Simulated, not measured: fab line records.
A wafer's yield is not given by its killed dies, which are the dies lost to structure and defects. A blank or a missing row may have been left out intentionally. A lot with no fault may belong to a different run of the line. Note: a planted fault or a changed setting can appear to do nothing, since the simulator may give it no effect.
The tool behind it: which one? :: flow sky130 :: 18 wafers from 6 lots sampled at 2 of the route's 708 steps

## WHAT THE GAUGES SHOWED, per wafer
SKY_SD_N_CD_MEAS_07 targets a cd of 380 nm.
lot: L989
measured: day 28 18:11
on: cdSem-01
cdNm (nm): 380.5 383.6 381.3

lot: L992
measured: day 30 14:50
on: cdSem-01
cdNm (nm): 377.6 379.5 380.5

lot: L100
measured: day 32 01:00
on: cdSem-01
cdNm (nm): - - -

lot: L103
measured: day 32 22:17
on: cdSem-02
cdNm (nm): 377.0 376.9 377.4

lot: L106
measured: day 34 11:07
on: cdSem-01
cdNm (nm): 375.8 375.0 375.1

lot: L110
measured: day 35 02:17
on: cdSem-02
cdNm (nm): 377.6 380.3 382.2

## TOOL THAT RAN EACH LOT (tool first, then ch and the chambers of the sampled wafers, then the start)
lot: L989
SKY_SD_N_COAT_02: lithoTrack-02 ch 0, day 28 03:53

lot: L992
SKY_SD_N_COAT_02: lithoTrack-04 ch 0, day 30 00:59

lot: L100
SKY_SD_N_COAT_02: lithoTrack-02, day 31 11:33

lot: L103
SKY_SD_N_COAT_02: lithoTrack-02 ch 0, day 32 08:53

lot: L106
SKY_SD_N_COAT_02: lithoTrack-04 ch 0, day 33 21:38

lot: L110
SKY_SD_N_COAT_02: lithoTrack-02 ch 0, day 34 13:02
- SKY_SD_N_COAT_02: resist thk 1140 nm.

## THE ANSWER, worked out from the rows above alone
Rule: usual is defined by the lots themselves. The widest of any qualifying gaps counts: lots, ordered by their means at a reading, are off when they make up no more than a third of the lots, leave a main group of 4 or more, and stand apart from it by 3 or more times the standard deviation of that group's means. If all means in a main group match to the digits the tables above print for the reading, that group is not used. A lot without any number at a reading at which 4 lots or more have one is off too. The other lots that the step has rows for count as sound.
Off: L100 (SKY_SD_N_CD_MEAS_07, cdNm). Without a number there: L100. Mean 378.7 nm and standard deviation 2.3 in the main group.
A tool fits if, at a process step before that reading, it ran every lot that is off, and no sound lot after the first of them. The gauges at SKY_SD_N_CD_MEAS_07 are tried like those tools. None of those tried fits.

## WHAT THE SIMULATOR PUT IN
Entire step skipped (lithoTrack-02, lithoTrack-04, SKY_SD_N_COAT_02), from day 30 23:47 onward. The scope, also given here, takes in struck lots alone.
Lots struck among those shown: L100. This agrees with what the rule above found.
